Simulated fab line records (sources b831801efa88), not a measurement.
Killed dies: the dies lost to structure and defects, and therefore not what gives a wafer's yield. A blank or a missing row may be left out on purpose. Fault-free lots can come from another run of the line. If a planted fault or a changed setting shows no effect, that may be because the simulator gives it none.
Code-filled problem report in 8D (eight disciplines) form || flow sky130 || the parts of the form that need people (team, actions taken, sign-off) are left out

## 1. WHAT IS WRONG
At SKY_PAD_OPEN_PROBE_99, killed_at_contacts averages 80 over 3 wafers from 2 lots, while fault-free wafers read 24, standard deviation 5. Relative to the usual mean, that is a shift of +11 standard deviations.
First observed at day 48 18:11: wafer L707.2, on prober-02. At this step, 11 wafers from 4 lots have a number in the record. Rule for "out", or "out of limits": more than 4 standard deviations from the usual mean. All remaining wafers that have a number are taken as sound.

## 2. WHAT IT IS AND WHAT IT IS NOT
{"question": "which readings at this step", "is": "killed_at_contacts, killed_dies", "is not": "killed_at_M0_to_M3, killed_at_M4_up, killed_at_other, killed_short"}
{"question": "which lots", "is": "L707, L708", "is not": "L709, L716"}
{"question": "which wafers of those lots", "is": "L707.2, L707.5, L708.6", "is not": "L707.1, L708.4, L708.5"}
{"question": "read on which tools", "is": "prober-01, prober-02", "is not": "-"}
{"question": "when", "is": "from day 48 18:11", "is not": "up to then (1 sound wafer); but 7 sound wafers of L708, L709, L716 came after"}

## 3. THE SUSPECTS, EACH WITH WHAT RULES IT OUT
Counting: a tool at a process step up to the reading stays a suspect if it ran every lot that is out. Sound lots after the first of them don't rule it out here, since some wafers of a struck lot are sound.
- rie_diel-03 at SKY_LI_CONTACT_ETCH_15 (etches PSG in C4F8/O2/Ar, stops on Si, target depth 600 nm): kept. It ran every lot that is out, first L707 (day 33 05:35).
- cmp-02 at SKY_VIA4_CMP_21 (polishes, stops on SiO2, t overpolish 25 s, target thk 0 nm): kept. It ran every lot that is out, first L707 (day 46 03:45).
- pvd_sputter-02 at SKY_METAL5_SPUTTER_00 (material Ti, target thk 15 nm, time 10 s): kept. It ran every lot that is out, first L707 (day 46 04:03).
- Within rie_diel-03 at SKY_LI_CONTACT_ETCH_15: the wafers that are out ran in chamber 0; their sound lot-mates ran in chambers 1, 3.
After the count, these remain: rie_diel-03 at SKY_LI_CONTACT_ETCH_15, cmp-02 at SKY_VIA4_CMP_21 and pvd_sputter-02 at SKY_METAL5_SPUTTER_00.

## 4. THE CAUSE (what the simulator had put in)
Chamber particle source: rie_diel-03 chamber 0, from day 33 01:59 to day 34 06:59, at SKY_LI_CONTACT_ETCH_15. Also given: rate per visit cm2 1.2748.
This tool is one of the 3 suspects left after counting.

## 5. THE CHAIN OF EFFECTS, in route order
Each row: a reading whose mean over the struck wafers that have a number lies more than 3 standard deviations from the usual. Only readings whose record carries a usual standard deviation are examined. hours: median over the lots of the time between each lot's start at the first step of this table that gives one and its start at this step. sigmas: the change, counted in usual standard deviations.
{"hours": 0, "step": "SKY_PAD_OPEN_PROBE_99", "reading": "killed_at_contacts", "usual": 24, "on struck wafers": 80, "change": "+56", "sigmas": "+11"}
{"hours": 0, "step": "SKY_PAD_OPEN_PROBE_99", "reading": "killed_dies", "usual": 87, "on struck wafers": 134, "change": "+47", "sigmas": "+5.1"}
Its process steps:
- SKY_PAD_OPEN_PROBE_99

## 6. HOW IT WOULD HAVE BEEN CAUGHT EARLIER
The fault began at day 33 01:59; the first out-of-limits reading in this record came at day 48 18:11, 376 hours later.
No tool reading at SKY_LI_CONTACT_ETCH_15 that has a usual standard deviation in the record was out on any struck wafer, so an alarm limit of 4 standard deviations on those readings would not have fired.
Each of the lots that are out, 2 in all, had begun SKY_LI_CONTACT_ETCH_15 on rie_diel-03 no later than day 48 18:11. Tool hold at that time: it would have spared none of them.
